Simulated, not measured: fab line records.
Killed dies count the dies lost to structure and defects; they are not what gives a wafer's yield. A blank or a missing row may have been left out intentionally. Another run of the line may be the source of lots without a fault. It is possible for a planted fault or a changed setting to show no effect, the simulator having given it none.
Struck lot and sound lot, side by side -- flow gf180mcu -- 20 steps out of a route of 602
Sound: these wafers, L905.1, L905.3, L905.6. Struck: wafers L923.3, L923.4, L923.5. The cause comes at the end.
Per side, at each step with rows, come the tool, then ch with its chambers, and then its first start. Under that, the readings that differ: sound wafers -- struck wafers -- difference of the means -- sigmas: that difference in standard deviations of wafers without a fault.
alike: readings with means less than 2 such deviations apart, plus words and numbers identical on both sides. not compared: withheld readings, readings lacking a value on some wafer, bounds such as >300 that could conceal the same value, and numbers that have no deviation in the record and whose values overlap.
The two part at a step that has a row with sigmas, a row that says differs or no value, or rows on one side only. Numbers that have no deviation but don't overlap get no sigmas and don't part them. A reading that every wafer of one side lacks parts them only if that side has two wafers or more.

first, 1 step without rows for these wafers: GF_V1_CVD_00 (deposits SiO2, target thk 600 nm, time 100 s).
GF_V1_THK_MEAS_01:
  struck on film metro-01, day 24 05:18; sound on film metro-01, day 17 04:45
  alike: V1_CVD_00_THK
GF_V1_CVD_02: deposits SiO2 from TEOS, target thk 850 nm, time 94.851 s.
  sound on pecvd-03 ch 1,2, day 17 04:49; struck on pecvd-03 ch 1,2, day 24 05:22
  alike: heater power w
GF_V1_THK_MEAS_03:
  struck on film metro-04, day 24 05:28; sound on film metro-04, day 17 04:53
  alike: V1_CVD_02_THK
GF_V1_CMP_04: polishes SiO2.
  sound on cmp-02 ch 1,2,3, day 17 04:59; struck on cmp-01 ch 0,2,3, day 24 05:30
  alike: motor current A, time to endpoint s
GF_V1_BOW_MEAS_05:
  struck on film metro-02, day 24 05:50; sound on film metro-04, day 17 05:14
  alike: V1_BOW
then, 6 steps without rows for these wafers: GF_V1_DEHYDRATE_06 (time 60 s); GF_V1_HMDS_07 (prime time 60 s); GF_V1_COAT_08; GF_V1_COAT_09 (resist thk 1000 nm); GF_V1_SOFTBAKE_10 (time 60 s); GF_V1_EXPOSE_11 (exposes mask Via1, target cd 260 nm).
GF_V1_PEB_12: peb time 90 s.
  sound on litho track-04 ch 0, day 18 05:35; struck on litho track-04 ch 0, day 25 03:47
reading,sound,struck,difference,sigmas
heater power total W (W),85.63 85.76 85.54,82.08 82.16 82.10,-3.53,-45
plate temp C (C),134.99 135.16 135.25,130.67 130.58 130.78,-4.46,-32
then, 1 step without rows for these wafers: GF_V1_DEVELOP_13 (develop time 60 s).
GF_V1_CD_MEAS_14 targets a cd of 260 nm.
  struck on cd sem-02, day 25 04:07; sound on cd sem-02, day 18 05:56
reading,sound,struck,difference,sigmas
cd nm (nm),260.6 259.1 260.2,242.8 242.8 243.3,-17.0,-11
GF_V1_OVL_MEAS_15:
  struck on overlay-01, day 25 04:13; sound on overlay-01, day 18 06:03
  alike: V1_OVL
GF_V1_ETCH_16: etches BARC in N2/H2.
  sound on rie diel-02 ch 0,3, day 18 06:05; struck on rie diel-03 ch 2,3, day 25 04:14
reading,sound,struck,difference,sigmas
oes product au (a.u.),0.855 0.845 0.851,0.860 0.856 0.862,+0.009,+2
model.V1.cd nm (nm),259.9 260.9 261.1,243.8 243.8 244,-16.8,
  alike: drypump motor current A, throttle valve pct
GF_V1_ETCH_17: etches SiO2 in C4F8/O2/Ar, stops on TiN, target depth 630 nm.
  sound: rie diel-02 ch 0,3; struck: rie diel-03 ch 2,3
reading,sound,struck,difference,sigmas
model.V1.cd nm (nm),259.9 260.6 261,243.4 243 243.6,-17.2,
  alike: oes product au
GF_V1_STRIP_18: strips in O2/N2.
  sound on plasma asher-03 ch 0,1, day 18 06:13; struck on plasma asher-02 ch 0,1, day 25 04:23
  alike: drypump motor current A, heater power w, oes product au, platen temp c
  not compared: rf hours counter h
after that, 1 step had no rows for these wafers: GF_PASSIVATION_PROBE_99.

== WHERE THEY PART ==
At GF_V1_PEB_12 first; at GF_V1_ETCH_16 last (within this record only). Later steps at which nothing parts them and some readings are alike: GF_V1_ETCH_17, GF_V1_STRIP_18.

WHY: whatever the simulator had introduced
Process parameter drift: litho track-04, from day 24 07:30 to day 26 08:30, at GF_V1_PEB_12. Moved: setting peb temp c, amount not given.
